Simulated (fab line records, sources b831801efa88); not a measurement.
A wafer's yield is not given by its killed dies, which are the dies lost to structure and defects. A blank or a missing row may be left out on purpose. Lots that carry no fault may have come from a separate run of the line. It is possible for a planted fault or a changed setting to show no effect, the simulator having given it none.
Comparing a struck lot with a sound one / flow gf180mcu / 14 steps out of a route of 602
Sound: wafers L583.2, L583.3, L583.6. Struck: wafers L588.1, L588.4, L588.6. At the end, the cause is stated.
For every step that has rows: the tool of each side, followed by ch and its chambers, followed by its first start. Under that, the readings that differ: sound wafers / struck wafers / difference of the means / sigmas: that difference in standard deviations of wafers without a fault.
alike: readings whose means differ by less than 2 such deviations, and words and numbers that are the same on both sides. not compared: withheld readings, readings that some wafer has no value for, bounds like >300 that may hide the same value, and numbers for which the record gives no deviation and whose values overlap.
The two part at a step that has a row with sigmas, a row that says differs or no value, or rows on one side only. When numbers do not overlap yet have no deviation, they are printed without sigmas and do not part them. Lack of a reading on every wafer of one side parts them only where that side has two or more wafers.

first, 6 steps without rows for these wafers: GF_M1_HMDS_08 (prime time 60 s); GF_M1_COAT_09 (resist thk 1000 nm); GF_M1_SOFTBAKE_10 (time 60 s); GF_M1_EXPOSE_11 (exposes mask Metal1, target cd 230 nm); GF_M1_PEB_12 (peb time 90 s); GF_M1_DEVELOP_13 (develop time 60 s).
GF_M1_CD_MEAS_14: the cd target is 230 nm.
  struck on cd_sem-01, day 22 01:57; sound on cd_sem-01, day 20 00:39
  alike: cd_nm
GF_M1_OVL_MEAS_15:
  struck on overlay-01, day 22 02:04; sound on overlay-02, day 20 00:46
  alike: M1_OVL
GF_M1_METAL_ETCH_16: etches the open film in Cl2/BCl3, stops on SiO2, target depth 750.8 nm, time 125.1 s.
  sound on rie_metal-01 ch 0,1, day 20 00:47; struck on rie_metal-01 ch 0,1, day 22 02:07
  alike: drypump_motor_current_A, oes_product_au, throttle_valve_pct
  not compared: rf_hours_counter_h
GF_M1_STRIP_17: strips in O2/N2.
  sound on plasma_asher-01 ch 0,1, day 20 00:55; struck on plasma_asher-03 ch 1, day 22 02:14
reading=drypump_motor_current_A (A); sound=5.2 5.2 5.2; struck=6.3 6.2 6.3; difference=+1.1; sigmas=+3
  alike: heater_power_w, oes_product_au, strip_time_to_endpoint_s
  not compared: rf_hours_counter_h
then, 2 steps without rows for these wafers: GF_M1_STRIP_18 (strips in post etch residue remover, time 1200 s); GF_M1_CLEAN_19 (cleans in DIW).
GF_V1_CVD_00: deposits SiO2, target thk 600 nm, time 100 s.
  sound on hdpcvd-02 ch 0,1, day 20 01:30; struck on hdpcvd-02 ch 0,1,2, day 22 02:49
  no value came back on the struck wafers for pressure_mtorr (mTorr), run_length_s (s); on the sound wafers pressure_mtorr (mTorr) reads 5.997 5.975 5.970
GF_PASSIVATION_PROBE_99:
  sound wafers here have rows in the record (prober-02, day 31 09:43); struck ones have none

== WHERE THEY PART ==
Earliest at GF_M1_STRIP_17; latest, in this record, at GF_PASSIVATION_PROBE_99.

WHY: the cause the simulator had injected
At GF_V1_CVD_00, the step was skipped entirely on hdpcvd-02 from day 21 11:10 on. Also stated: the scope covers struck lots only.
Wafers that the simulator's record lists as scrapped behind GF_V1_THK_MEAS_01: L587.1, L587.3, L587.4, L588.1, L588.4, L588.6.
